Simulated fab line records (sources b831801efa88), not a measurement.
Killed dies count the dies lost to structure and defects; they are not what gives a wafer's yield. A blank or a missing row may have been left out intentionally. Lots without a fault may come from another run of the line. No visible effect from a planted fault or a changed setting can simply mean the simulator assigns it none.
Chamber matching ; flow sky130 ; SKY_VIA2_CMP_02 on cmp-01 has 4 sister chambers
The step polishes SiO2. 4 wafers are shown with their chamber, then 7 later ones without.

WAFERS WITH THEIR CHAMBER
wafer;chamber;motor-current-A (A)
L485.3;2;12.4
L494.5;3;10.8
L493.2;1;11.5
L493.4;0;12.4

WAFERS WITHOUT THEIR CHAMBER
wafer;motor-current-A (A)
L493.5;11.4
L498.3;11.8
L498.5;11.6
L498.6;10.7
L499.1;11.9
L499.2;12.2
L499.6;12.1

THE CHAMBER EACH PASSED THROUGH
wafer;from the rows above;in truth
L493.5;1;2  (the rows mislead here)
L498.3;can't be placed: 1 or 0 or 2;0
L498.5;1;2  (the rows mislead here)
L498.6;3;3
L499.1;can't be placed: 1 or 0 or 2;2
L499.2;can't be placed: 0 or 2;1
L499.6;can't be placed: 0 or 2 or 1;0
Correct placement for 1 of the 7. These rows do not allow placing 4 (true chamber among the candidates in 3). Placed wrongly: 2.
How it was worked out, from the rows above alone: a wafer's distance from a chamber is the root of the sum, over the readings, of the square of ((its reading less the chamber's mean) divided by the reading's scatter). If the next closest chamber is less than 2 further off than the closest, the wafer can't be placed; otherwise it belongs to the closest. Each chamber's mean is taken over the wafers shown for it. The scatter: root of mean squared gap, hidden wafer to nearest shown wafer, with one shown wafer a chamber.
